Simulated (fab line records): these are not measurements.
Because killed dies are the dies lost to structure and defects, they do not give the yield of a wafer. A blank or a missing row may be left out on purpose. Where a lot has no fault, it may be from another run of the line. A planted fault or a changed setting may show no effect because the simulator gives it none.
fab line records -- flow sfq-line
record lots=13, wafers=37, last-day=91
route steps=325 shown M5@205
lots that met no fault: taken from a fault-free run of the same line
start-h: the number of hours between the record's first day and the start of the first shown wafer of the lot -- wait-h: hours elapsed since this lot's preceding step -- " repeats the value in the row above -- L1.1+2: several wafers, shown together as one row -- - no value present, or no start provided -- * or withheld: withheld -- < > ~ a bound
route shown NAME@n: a module of which the file shows steps, and the number in the route of the first -- usual: mean/standard deviation of fault-free wafers -- same: alike in all rows -- chamber/n: place in a boat -- sites: readings site by site -- _std_site: the standard deviation of these -- _edge_site: the outer-site mean with the inner-site mean subtracted -- radius-mm: how far each site lies from the wafer's centre -- mask NAME#n: copy n -- behind: the last tool/chamber to shape the wafer -- hold: cause of the lot's hold/its duration in hours/its outcome -- device: the transistor (n, p or np) that didn't switch -- end of line: the tests these same wafers got at the end of their route -- step lacking rows: just its recipe -- killed: at the first sort, the dies lost to defects and structure; wafer yield is something else -- map: shows each die of a wafer: x if killed, . if not, _ if none is there
set.NAME: the run value of the setting; set.NAME@STEP: its run value at that earlier step -- model.NAME: the simulator's own value behind a step, which no gauge read
one table for each step of the route and one row for each wafer, over a sample of lots
services: the hour from which a tool's chamber was out of use, counted from the record's first day as start-h (under 0 if before that day), plus the number of hours and why
## steps
# step SFQ_TRILAYER_M5_BARC_OPEN_METAL_ETCH_161
# recipe mask-material=PR, chemistry=O2, target-depth-nm=125, target=BARC, icp-w=600, bias-w=80, pressure-mtorr=10, time-s=41.7
# usual drypump-motor-current-A=5.8/0.36, oes-product-au=0.685/0.0044, rf-fwd-power-W=594.9/2.6, run-length-s=69.9/0.4
lot.wafer,tool,chamber,start-h,wait-h,drypump-motor-current-A,oes-product-au,rf-fwd-power-W,rf-hours-counter-h,run-length-s
L938.4,rie-metal-03,1,1523.43,0.0,6.1,0.690,597.6,-,69.5
L938.5,rie-metal-03,1,1523.43,0.0,6.1,0.682,599.3,-,69.1
L938.6,rie-metal-03,0,1523.43,0.0,6.4,0.687,596.2,-,69.4
L939.1,rie-metal-03,0,1525.81,0.0,6.4,0.691,593.7,56,69.6
L939.4,rie-metal-03,1,1525.81,0.0,6.0,0.685,595.3,-,69.4
L939.6,rie-metal-03,1,1525.81,0.0,6.0,0.689,595.4,-,69.1
L940.4,rie-metal-01,1,1537.17,0.0,5.6,0.676,593.5,-,70.2
L940.5,rie-metal-01,1,1537.17,0.0,5.6,0.693,594.7,-,69.9
L940.6,rie-metal-01,0,1537.17,0.0,5.4,0.674,596.4,-,70.4
L946.3,rie-metal-03,1,1597.27,0.0,6.0,0.684,595.9,-,69.1
L946.5,rie-metal-03,0,1597.27,0.0,6.4,0.679,593.7,-,69.5
L947.4,rie-metal-01,0,1599.67,0.0,5.4,0.689,598.0,-,70.1
L947.5,rie-metal-01,0,1599.67,0.0,5.4,0.688,595.3,-,70.1
L947.6,rie-metal-01,1,1599.67,0.0,5.6,0.686,593.2,-,70.6
L950.3,rie-metal-03,1,1617.67,0.0,6.1,0.681,598.2,-,69.4
L950.4,rie-metal-03,0,1617.67,0.0,6.3,0.673,592.9,-,71.6
L952.1,rie-metal-01,0,1621.25,0.0,5.4,0.691,599.6,18,69.6
L952.5,rie-metal-01,1,1621.25,0.0,5.6,0.686,592.5,-,70.4
L952.6,rie-metal-01,0,1621.25,0.0,5.4,0.685,598.6,-,69.8
L955.2,rie-metal-01,1,1664.45,0.0,5.6,0.690,596.1,89,70.6
L955.4,rie-metal-01,1,1664.45,0.0,5.6,0.686,595.9,-,70.2
L955.6,rie-metal-01,1,1664.45,0.0,5.6,0.682,595.3,-,70.0
L956.4,rie-metal-02,1,1665.67,0.0,5.6,0.682,590.1,-,70.5
L956.5,rie-metal-02,1,1665.67,0.0,5.6,0.678,591.2,-,70.2
L956.6,rie-metal-02,0,1665.67,0.0,6.1,0.679,593.0,-,69.8
L957.1,rie-metal-01,1,1666.85,0.0,5.6,0.688,597.1,89,70.4
L957.5,rie-metal-01,0,1666.85,0.0,5.4,0.680,595.1,-,70.0
L957.6,rie-metal-01,1,1666.85,0.0,5.6,0.682,594.3,-,70.3
L958.1,rie-metal-02,1,1668.05,0.0,5.6,0.688,591.9,37,70.4
L958.4,rie-metal-02,0,1668.05,0.0,6.1,0.686,592.5,-,70.2
L958.6,rie-metal-02,0,1668.05,0.0,6.1,0.691,592.6,-,69.6
L960.2,rie-metal-02,1,1670.45,0.0,5.6,0.689,592.9,38,70.2
L960.4,rie-metal-02,1,1670.45,0.0,5.6,0.681,591.9,-,70.3
L960.5,rie-metal-02,0,1670.45,0.0,6.0,0.682,592.8,-,69.8
L961.2,rie-metal-01,0,1671.65,0.0,5.4,0.682,595.1,28,69.6
L961.4,rie-metal-01,1,1671.65,0.0,5.6,0.679,594.6,-,70.0
L961.5,rie-metal-01,0,1671.65,0.0,5.4,0.691,599.7,-,70.0
## services
tool,chamber,start-h,hours,kind
rie-metal-01,1,1554.49,14.8,repair
## key
first-sign step=SFQ_TRILAYER_M5_BARC_OPEN_METAL_ETCH_161, reading=run-length-s, direction=up, sigmas=4.2, usual=*, struck=*
effect none on later readings
met-at SFQ_TRILAYER_M5_BARC_OPEN_METAL_ETCH_161
struck-lots L950
struck-wafers L950.4
onset-between 1525.81 1617.67
fault kind=process-parameter-drift, tool=rie-metal-03, chamber=-, onset-h=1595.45, steps=SFQ_TRILAYER_M5_BARC_OPEN_METAL_ETCH_161, channel=time-s, offset=*, shape=step, end-h=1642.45, scope=struck-wafers-only, acts-in=*, stated=*
